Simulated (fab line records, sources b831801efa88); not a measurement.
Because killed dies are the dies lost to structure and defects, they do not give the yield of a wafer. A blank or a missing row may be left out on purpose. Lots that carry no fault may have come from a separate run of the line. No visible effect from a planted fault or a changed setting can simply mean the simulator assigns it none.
Lot-split experiment + flow gf180mcu + 5 lots, 23 wafers read, on a route of 602 steps

## ABOUT THE SPLIT
At GF_DNWELL_COAT_02 (resist thk 3000 nm), the setting spin rpm was moved away from the recipe's 2000 rpm on 4 of the 23 wafers read, by -3.9% to +3.4%. All remaining wafers had this setting at the recipe value.

Reading taken at the split's own step.

## THE READING
coat_of_DNWELL_COAT_02.thk nm (the simulator's own value, which no gauge read), in nm, at GF_DNWELL_COAT_02 (resist thk 3000 nm). No usual value for it is given in the file. Here, 19 wafers ran the recipe; their average is 3003 nm with a standard deviation of 7.3 nm.

| wafer  | tool, chamber at the split | spin rpm as run, rpm | against the recipe | coat_of_DNWELL_COAT_02.thk nm, nm | against lot-mates on the recipe |
|--------|----------------------------|----------------------|--------------------|-----------------------------------|---------------------------------|
| L074.2 | litho track-03, 0          | 2069                 | +3.4%              | 2947                              | -51                             |
| L074.3 | litho track-03, 0          | 2000                 | recipe             | 3001                              | -                               |
| L074.4 | litho track-03, 0          | 2069                 | +3.4%              | 2953                              | -45                             |
| L074.5 | litho track-03, 0          | 2000                 | recipe             | 2993                              | -                               |
| L074.6 | litho track-03, 0          | 2000                 | recipe             | 2999                              | -                               |
| L078.1 | litho track-04, 0          | 2000                 | recipe             | 3014                              | -                               |
| L078.2 | litho track-04, 0          | 2000                 | recipe             | 3000                              | -                               |
| L078.4 | litho track-04, 0          | 2000                 | recipe             | 3011                              | -                               |
| L078.5 | litho track-04, 0          | 2000                 | recipe             | 3007                              | -                               |
| L078.6 | litho track-04, 0          | 2000                 | recipe             | 3003                              | -                               |
| L082.2 | litho track-02, 0          | 2000                 | recipe             | 2997                              | -                               |
| L082.3 | litho track-02, 0          | 2000                 | recipe             | 2993                              | -                               |
| L082.4 | litho track-02, 0          | 2000                 | recipe             | 3004                              | -                               |
| L084.1 | litho track-02, 0          | 2000                 | recipe             | 3010                              | -                               |
| L084.2 | litho track-02, 0          | 2000                 | recipe             | 3007                              | -                               |
| L084.3 | litho track-02, 0          | 2000                 | recipe             | 2993                              | -                               |
| L084.4 | litho track-02, 0          | 2000                 | recipe             | 3009                              | -                               |
| L084.6 | litho track-02, 0          | 2000                 | recipe             | 3018                              | -                               |
| L085.1 | litho track-04, 0          | 1922                 | -3.9%              | 3059                              | +60                             |
| L085.3 | litho track-04, 0          | 1922                 | -3.9%              | 3061                              | +62                             |
| L085.4 | litho track-04, 0          | 2000                 | recipe             | 3004                              | -                               |
| L085.5 | litho track-04, 0          | 2000                 | recipe             | 2994                              | -                               |
| L085.6 | litho track-04, 0          | 2000                 | recipe             | 2998                              | -                               |

FIT RESULTS
A straight line over all 23 wafers: coat_of_DNWELL_COAT_02.thk nm changes by -14.9 nm for each +1% of spin rpm; r = -0.96; the points scatter about the line by 7 nm.
The same after taking each lot's own level away (the mean of its wafers on the recipe; 23 wafers): -14.9 nm for each +1%; r = -0.97; scatter 5.6 nm.
Per that fit: largest spin rpm move, reading shift of 58 nm.
Measured against the standard deviation above, the lots' own levels, which go from 2997.7 to 3007.4 nm, span 1.3 times it.
The two slopes are in agreement: the lot-to-lot level therefore moves the slope only a little.
Check: with one of the wafers moved furthest among these (-3.9%) left out of the fit, the line predicts +57.8 nm for it against its lot-mates. Against them it came out at +60.3 nm.

## THESE WAFERS: OTHER SPLITS
Other splits were also applied to these wafers ahead of the reading. Each is held against what the fit with the lots' levels taken away leaves over:
| other split on the same wafers | wafers away from the commonest value | r with coat_of_DNWELL_COAT_02.thk nm (lot level and that fit taken away) |
|--------------------------------|--------------------------------------|--------------------------------------------------------------------------|
| GF_STI_OXIDATION_01 temp c     | 18                                   | +0.05                                                                    |
| GF_STI_WET_ETCH_28 temp c      | 15                                   | -0.02                                                                    |

## THE WHOLE CHAIN: every reading that the file lists as answering this split, in the file's order
| step               | what it does       | reading                                                                        | change (the file's fit)              | r (the file's) |
|--------------------|--------------------|--------------------------------------------------------------------------------|--------------------------------------|----------------|
| GF_DNWELL_COAT_02  | resist thk 3000 nm | coat_of_DNWELL_COAT_02.thk nm (the simulator's own value, which no gauge read) | -14.7 nm for each +1% of the setting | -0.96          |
| GF_DNWELL_STRIP_08 | strips in O2/N2    | strip time to endpoint s                                                       | withheld for each +1% of the setting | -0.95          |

## THE FILE'S OWN FIT
coat_of_DNWELL_COAT_02.thk nm changes by -14.7 nm for each +1% of spin rpm, r = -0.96.
